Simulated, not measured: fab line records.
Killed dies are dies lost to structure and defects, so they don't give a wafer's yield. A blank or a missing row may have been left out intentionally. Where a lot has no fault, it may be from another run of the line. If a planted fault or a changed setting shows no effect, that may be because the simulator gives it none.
The tool behind it: which one? | flow gf180mcu | Sampling: 14 lots, 42 wafers, 3 of 602 route steps

## WHAT EACH GAUGE READ, for each wafer
GF_TOP_METAL_CD_MEAS_14: target cd 440 nm. Usual: cd-nm at 440.7 nm, with a standard deviation of 2.3.
lot  | measured     | on        | cd-nm (nm)        | flag
L600 | day 28 02:50 | cd-sem-01 | 441.3 443.2 440.1 |
L601 | day 28 16:55 | cd-sem-02 | 439.1 438.2 437.8 |
L602 | day 28 20:02 | cd-sem-02 | 441.1 438.2 440.7 |
L604 | day 29 09:22 | cd-sem-01 | 440.5 440.0 442.2 |
L605 | day 29 17:26 | cd-sem-02 | 439.6 437.5 440.0 |
L606 | day 30 04:38 | cd-sem-01 | 440.2 439.1 438.9 |
L607 | day 30 14:10 | cd-sem-02 | 442.2 442.9 445.1 |
L611 | day 31 11:16 | cd-sem-02 | 440.9 440.5 440.1 |
L612 | day 31 15:49 | cd-sem-02 | 441.5 443.2 444.0 |
L616 | day 32 11:28 | cd-sem-01 | 440.5 443.6 441.0 |
L617 | day 32 16:14 | cd-sem-02 | 441.9 441.2 439.6 |
L619 | day 33 04:09 | cd-sem-02 | 439.5 441.1 439.6 |
L620 | day 33 12:04 | cd-sem-01 | 440.7 439.4 440.3 |
L623 | day 34 05:46 | cd-sem-02 | 444.2 443.6 443.4 |

## TOOL THAT RAN EACH LOT (tool first, then ch and the chambers of the sampled wafers, then the start)
lot  | GF_STI_CVD_23                   | GF_V5_CVD_23
L600 | hdpcvd-01 ch 0,2, day 2 05:09   | cvd-w-01 ch 0, day 27 05:38
L601 | hdpcvd-01 ch 0,1, day 2 10:05   | cvd-w-02 ch 0,1, day 27 20:44
L602 | hdpcvd-01 ch 1,2, day 2 13:53   | cvd-w-02 ch 0,1, day 27 23:48
L604 | hdpcvd-02 ch 0,2, day 3 00:11   | cvd-w-01 ch 0,1, day 28 13:20
L605 | hdpcvd-01 ch 1,2, day 3 05:20   | cvd-w-01 ch 0, day 28 22:11
L606 | hdpcvd-01 ch 1,2, day 3 11:28   | cvd-w-02 ch 0,1, day 29 08:58
L607 | hdpcvd-01 ch 1,2, day 3 15:11   | cvd-w-01 ch 0,1, day 29 18:43
L611 | hdpcvd-02 ch 0,1,2, day 4 14:41 | cvd-w-02 ch 1, day 30 16:34
L612 | hdpcvd-02 ch 0,1, day 4 17:17   | cvd-w-02 ch 0,1, day 30 19:20
L616 | hdpcvd-02 ch 1,2, day 5 13:37   | cvd-w-01 ch 0,1, day 31 17:31
L617 | hdpcvd-01 ch 0,1, day 5 18:18   | cvd-w-01 ch 0,1, day 31 23:20
L619 | hdpcvd-01 ch 0,1,2, day 6 06:05 | cvd-w-02 ch 0,1, day 32 11:15
L620 | hdpcvd-01 ch 1,2, day 6 10:47   | cvd-w-02 ch 0,1, day 32 19:34
L623 | hdpcvd-01 ch 1,2, day 7 01:53   | cvd-w-02 ch 0,1, day 33 14:25
- GF_STI_CVD_23: deposits SiO2, target thk 650 nm, time 108.3 s.
- GF_V5_CVD_23: deposits W, target thk 350 nm, time 104.9 s.

## AS READ BY THE TOOLS THEMSELVES (means over the sampled wafers that have a number; for cases with no such wafer, the mark the record gives instead)
GF_V5_CVD_23. Usual: heater-power-w at 898 W, with a standard deviation of 170.
lot  | tool     | heater-power-w (W) | flag
L600 | cvd-w-01 | 702                |
L601 | cvd-w-02 | 1051               |
L602 | cvd-w-02 | 1028               |
L604 | cvd-w-01 | 711                |
L605 | cvd-w-01 | 714                |
L606 | cvd-w-02 | 1043               |
L607 | cvd-w-01 | 718                |
L611 | cvd-w-02 | 1073               |
L612 | cvd-w-02 | 1057               |
L616 | cvd-w-01 | 721                |
L617 | cvd-w-01 | 719                |
L619 | cvd-w-02 | 1028               |
L620 | cvd-w-02 | 1065               |
L623 | cvd-w-02 | 1062               |

## THE ANSWER, worked out from the rows above alone
Rule: lot off if the mean of its wafers having a number is beyond 3 standard deviations from the usual mean. Also off: a lot with no number at a reading for which 4 or more lots have one. The other lots that the step has rows for count as sound. First the gauges in route order, then the tools' own readings, where a lot's mean is used as printed above. At the first step where some lot is off, the reading lying furthest off is the one used; lots without a number count as furthest.
None of the lots is off at any reading shown; this tells nothing.

## WHAT WAS PUT IN BY THE SIMULATOR
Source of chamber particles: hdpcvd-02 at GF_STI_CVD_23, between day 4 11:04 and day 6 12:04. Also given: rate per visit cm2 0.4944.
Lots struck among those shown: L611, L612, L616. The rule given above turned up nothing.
